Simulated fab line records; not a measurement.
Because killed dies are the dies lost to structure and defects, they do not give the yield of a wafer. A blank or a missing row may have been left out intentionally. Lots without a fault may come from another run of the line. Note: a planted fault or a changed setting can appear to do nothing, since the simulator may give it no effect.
Lot-split experiment + flow gf180mcu + 23 wafers read across 5 lots, on a route 602 steps long

== THE SPLIT ITSELF ==
At GF_V4_PEB_12 (peb time 90 s), the setting peb-temp-c was moved away from the recipe's 135 C on 10 of the 23 wafers read, by -2.1% to +2.9%. All remaining wafers had this setting at the recipe value.

== THE PATH FROM SPLIT TO READING: the file shows 1 step between them ==
- GF_V4_DEVELOP_13: develop time 60 s

== THE READING ==
cd-nm (nm) at GF_V4_CD_MEAS_14, where the cd target is 260 nm. Typical for fault-free wafers on this fab line: 259.8 nm, with standard deviation 1.1 nm.

| wafer  | tool, chamber at the split | peb-temp-c as run, C | against the recipe | cd-nm, nm | against lot-mates on the recipe |
|--------|----------------------------|----------------------|--------------------|-----------|---------------------------------|
| L075.1 | litho-track-02, 0          | 138.9                | +2.9%              | 269.9     | +9.8                            |
| L075.2 | litho-track-02, 0          | 138.9                | +2.9%              | 268.9     | +8.8                            |
| L075.3 | litho-track-02, 0          | 135                  | recipe             | 259.9     | -                               |
| L075.4 | litho-track-02, 0          | 138.9                | +2.9%              | 269.3     | +9.2                            |
| L075.6 | litho-track-02, 0          | 135                  | recipe             | 260.3     | -                               |
| L079.1 | litho-track-03, 0          | 132.9                | -1.6%              | 252.8     | -5.2                            |
| L079.2 | litho-track-03, 0          | 135                  | recipe             | 258.0     | -                               |
| L079.3 | litho-track-03, 0          | 135                  | recipe             | 257.8     | -                               |
| L079.4 | litho-track-03, 0          | 132.9                | -1.6%              | 251.9     | -6.1                            |
| L079.5 | litho-track-03, 0          | 135                  | recipe             | 258.1     | -                               |
| L078.2 | litho-track-02, 0          | 132.2                | -2.1%              | 251.3     | -9.0                            |
| L078.3 | litho-track-02, 0          | 132.2                | -2.1%              | 251.5     | -8.8                            |
| L078.4 | litho-track-02, 0          | 135                  | recipe             | 259.1     | -                               |
| L078.5 | litho-track-02, 0          | 135                  | recipe             | 260.6     | -                               |
| L078.6 | litho-track-02, 0          | 135                  | recipe             | 261.1     | -                               |
| L082.1 | litho-track-04, 0          | 133.8                | -0.9%              | 258.5     | -2.6                            |
| L082.2 | litho-track-04, 0          | 133.8                | -0.9%              | 258.9     | -2.2                            |
| L082.3 | litho-track-04, 0          | 133.8                | -0.9%              | 257.2     | -3.9                            |
| L082.4 | litho-track-04, 0          | 135                  | recipe             | 261.3     | -                               |
| L082.6 | litho-track-04, 0          | 135                  | recipe             | 260.8     | -                               |
| L085.2 | litho-track-02, 0          | 135                  | recipe             | 260.2     | -                               |
| L085.3 | litho-track-02, 0          | 135                  | recipe             | 259.4     | -                               |
| L085.4 | litho-track-02, 0          | 135                  | recipe             | 259.7     | -                               |

THE FIT
A straight line over all 23 wafers: cd-nm changes by +3.55 nm for each +1% of peb-temp-c; r = +0.97; the points scatter about the line by 1.3 nm.
The same after taking each lot's own level away (the mean of its wafers on the recipe; 23 wafers): +3.47 nm for each +1%; r = +0.99; scatter 0.74 nm.
The reading moves by 10 nm for the largest change in peb-temp-c, on that fit.
The lots' own levels span 257.97 to 261.05 nm, that is 2.8 times the standard deviation above.
Hence the lot-to-lot level has little effect on the slope; both slopes agree.
Check: for one of the wafers moved furthest among these (+2.9%), held out of the fit, the line's prediction against its lot-mates is +9.8 nm. Against them it came out at +9.8 nm.

== OTHER SPLITS ON THESE WAFERS ==
These wafers also went through other splits before the reading. Each is held against what the fit with the lots' levels taken away leaves over:
| other split on the same wafers  | wafers away from the commonest value | r with cd-nm (lot level and that fit taken away) |
|---------------------------------|--------------------------------------|--------------------------------------------------|
| GF_M4_SPUTTER_02 time-s         | 7                                    | +0.05                                            |
| GF_V4_CMP_04 leave-above-ref-nm | 4                                    | -0.11                                            |

== THE WHOLE CHAIN: every reading that the file lists as answering this split, in the file's order ==
| step             | what it does                                                 | reading                                                   | change (the file's fit)              | r (the file's) |
|------------------|--------------------------------------------------------------|-----------------------------------------------------------|--------------------------------------|----------------|
| GF_V4_CD_MEAS_14 | target cd 260 nm                                             | cd-nm                                                     | +3.54 nm for each +1% of the setting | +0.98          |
| GF_V4_ETCH_16    | etches BARC in N2/H2                                         | V4.cd-nm (the simulator's own value, which no gauge read) | +3.51 nm for each +1% of the setting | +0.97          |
| GF_V4_ETCH_17    | etches SiO2 in C4F8/O2/Ar, stops on TiN, target depth 630 nm | V4.cd-nm (the simulator's own value, which no gauge read) | +3.38 nm for each +1% of the setting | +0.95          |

== FILE'S OWN FIT ==
cd-nm changes by +3.54 nm for each +1% of peb-temp-c, r = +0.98.
